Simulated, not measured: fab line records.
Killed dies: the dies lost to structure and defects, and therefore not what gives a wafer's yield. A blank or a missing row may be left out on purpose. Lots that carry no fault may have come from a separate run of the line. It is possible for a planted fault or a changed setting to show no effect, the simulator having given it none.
Which tool is to blame? :: flow sky130 :: Sampling: 12 lots, 36 wafers, 3 of 708 route steps

WHAT THE GAUGES SHOWED, per wafer
SKY_VT_ADJUST_HVTP_TW_MEAS_11. Usual: VT_ADJUST_HVTP_TW gives 1356 (standard deviation 16).
lot: L708
measured: day 6 05:28
on: film metro-03
VT_ADJUST_HVTP_TW: 1335 1335 1334
flag: 

lot: L711
measured: day 6 23:19
on: film metro-01
VT_ADJUST_HVTP_TW: 1374 1371 1370
flag: 

lot: L713
measured: day 7 12:38
on: film metro-01
VT_ADJUST_HVTP_TW: 1367 1367 1360
flag: 

lot: L714
measured: day 7 17:10
on: film metro-02
VT_ADJUST_HVTP_TW: 1359 1361 1360
flag: 

lot: L716
measured: day 8 07:48
on: film metro-01
VT_ADJUST_HVTP_TW: 1367 1373 1365
flag: 

lot: L717
measured: day 8 12:54
on: film metro-03
VT_ADJUST_HVTP_TW: 1331 1323 1333
flag: 

lot: L719
measured: day 9 01:11
on: film metro-01
VT_ADJUST_HVTP_TW: 1378 1379 1385
flag: 

lot: L722
measured: day 9 19:20
on: film metro-01
VT_ADJUST_HVTP_TW: 1386 1383 1384
flag: 

lot: L726
measured: day 10 23:31
on: film metro-03
VT_ADJUST_HVTP_TW: 1335 1326 1325
flag: 

lot: L728
measured: day 11 11:39
on: film metro-02
VT_ADJUST_HVTP_TW: 1362 1351 1356
flag: 

lot: L729
measured: day 11 19:30
on: film metro-03
VT_ADJUST_HVTP_TW: 1334 1338 1335
flag: 

lot: L730
measured: day 12 01:40
on: film metro-03
VT_ADJUST_HVTP_TW: 1340 1335 1330
flag: 

SKY_VT_ADJUST_HVTR_CD_MEAS_07: the cd target is 380 nm. Usual: cd nm at 379.8 nm, with a standard deviation of 2.3.
lot: L708
measured: day 9 15:21
on: cd sem-02
cd nm (nm): 378.8 380.7 378.2
flag: 

lot: L711
measured: day 10 11:52
on: cd sem-01
cd nm (nm): 377.9 380.6 378.8
flag: 

lot: L713
measured: day 11 03:52
on: cd sem-02
cd nm (nm): 383.9 384.4 381.5
flag: 

lot: L714
measured: day 11 09:09
on: cd sem-01
cd nm (nm): 377.7 379.4 379.7
flag: 

lot: L716
measured: day 12 05:51
on: cd sem-01
cd nm (nm): 383.8 383.2 383.9
flag: 

lot: L717
measured: day 12 06:26
on: cd sem-01
cd nm (nm): 381.6 379.0 377.9
flag: 

lot: L719
measured: day 12 21:51
on: cd sem-01
cd nm (nm): 378.0 376.3 374.8
flag: 

lot: L722
measured: day 13 19:35
on: cd sem-02
cd nm (nm): 383.6 384.4 383.7
flag: 

lot: L726
measured: day 15 02:28
on: cd sem-02
cd nm (nm): 383.9 383.4 382.4
flag: 

lot: L728
measured: day 15 16:19
on: cd sem-02
cd nm (nm): 379.4 379.9 380.0
flag: 

lot: L729
measured: day 16 02:03
on: cd sem-01
cd nm (nm): 381.1 380.0 382.3
flag: 

lot: L730
measured: day 16 08:12
on: cd sem-02
cd nm (nm): 379.5 379.0 380.0
flag: 

EACH LOT AND THE TOOL THAT RAN IT (in order: tool; ch and the chambers of the sampled wafers; start)
lot: L708
SKY_VT_ADJUST_LVTN_STRIP_09: plasma asher-03 ch 0,1, day 7 00:24

lot: L711
SKY_VT_ADJUST_LVTN_STRIP_09: plasma asher-04 ch 0, day 7 19:36

lot: L713
SKY_VT_ADJUST_LVTN_STRIP_09: plasma asher-03 ch 0,1, day 8 09:41

lot: L714
SKY_VT_ADJUST_LVTN_STRIP_09: plasma asher-03 ch 0,1, day 8 13:51

lot: L716
SKY_VT_ADJUST_LVTN_STRIP_09: plasma asher-03 ch 0,1, day 9 05:33

lot: L717
SKY_VT_ADJUST_LVTN_STRIP_09: plasma asher-04 ch 0,1, day 9 09:06

lot: L719
SKY_VT_ADJUST_LVTN_STRIP_09: plasma asher-03 ch 0,1, day 9 22:19

lot: L722
SKY_VT_ADJUST_LVTN_STRIP_09: plasma asher-03 ch 0,1, day 10 17:53

lot: L726
SKY_VT_ADJUST_LVTN_STRIP_09: plasma asher-01 ch 0,1, day 11 23:23

lot: L728
SKY_VT_ADJUST_LVTN_STRIP_09: plasma asher-03 ch 0,1, day 12 11:13

lot: L729
SKY_VT_ADJUST_LVTN_STRIP_09: plasma asher-01 ch 0,1, day 12 19:57

lot: L730
SKY_VT_ADJUST_LVTN_STRIP_09: plasma asher-04 ch 0,1, day 13 02:49
- SKY_VT_ADJUST_LVTN_STRIP_09: strips in O2/N2.

WHAT THE TOOLS THEMSELVES READ (means of the sampled wafers that have a number; where no wafer has one, the mark that the record gives instead)
SKY_VT_ADJUST_LVTN_STRIP_09. Usual: drypump motor current A 5.8 A, standard deviation 0.37; oes product au 0.722 a.u., standard deviation 0.0041; strip time to endpoint s 36.96 s, standard deviation 0.085.
lot: L708
tool: plasma asher-03
drypump motor current A (A): 6.0
oes product au (a.u.): 0.717
strip time to endpoint s (s): 36.93
flag: 

lot: L711
tool: plasma asher-04
drypump motor current A (A): 5.3
oes product au (a.u.): 0.724
strip time to endpoint s (s): 36.91
flag: 

lot: L713
tool: plasma asher-03
drypump motor current A (A): 6.0
oes product au (a.u.): 0.715
strip time to endpoint s (s): 36.86
flag: 

lot: L714
tool: plasma asher-03
drypump motor current A (A): 6.0
oes product au (a.u.): 0.721
strip time to endpoint s (s): 36.98
flag: 

lot: L716
tool: plasma asher-03
drypump motor current A (A): 5.9
oes product au (a.u.): 0.722
strip time to endpoint s (s): 36.91
flag: 

lot: L717
tool: plasma asher-04
drypump motor current A (A): 5.4
oes product au (a.u.): 0.726
strip time to endpoint s (s): 36.96
flag: 

lot: L719
tool: plasma asher-03
drypump motor current A (A): 6.0
oes product au (a.u.): 0.720
strip time to endpoint s (s): 37.05
flag: 

lot: L722
tool: plasma asher-03
drypump motor current A (A): 6.1
oes product au (a.u.): 0.725
strip time to endpoint s (s): 36.86
flag: 

lot: L726
tool: plasma asher-01
drypump motor current A (A): 5.6
oes product au (a.u.): 0.722
strip time to endpoint s (s): 36.87
flag: 

lot: L728
tool: plasma asher-03
drypump motor current A (A): 6.0
oes product au (a.u.): 0.719
strip time to endpoint s (s): 36.90
flag: 

lot: L729
tool: plasma asher-01
drypump motor current A (A): 5.5
oes product au (a.u.): 0.721
strip time to endpoint s (s): 36.84
flag: 

lot: L730
tool: plasma asher-04
drypump motor current A (A): 5.4
oes product au (a.u.): 0.725
strip time to endpoint s (s): 37.00
flag: 

THE ANSWER, worked out from the rows above alone
Rule: take the mean of a lot's wafers that have a number; if it is more than 3 standard deviations from the usual mean, the lot is off. A lot without any number at a reading at which 4 lots or more have one is off too. The other lots that the step has rows for count as sound. After the gauges, taken in route order, come the tools' own readings; for these a lot's mean is taken, as printed above. At the first step where some lot is off, the reading lying furthest off is the one used; lots without a number count as furthest.
Across all readings shown, no lot is off: no conclusion can be drawn from this.

WHAT THE SIMULATOR PUT IN
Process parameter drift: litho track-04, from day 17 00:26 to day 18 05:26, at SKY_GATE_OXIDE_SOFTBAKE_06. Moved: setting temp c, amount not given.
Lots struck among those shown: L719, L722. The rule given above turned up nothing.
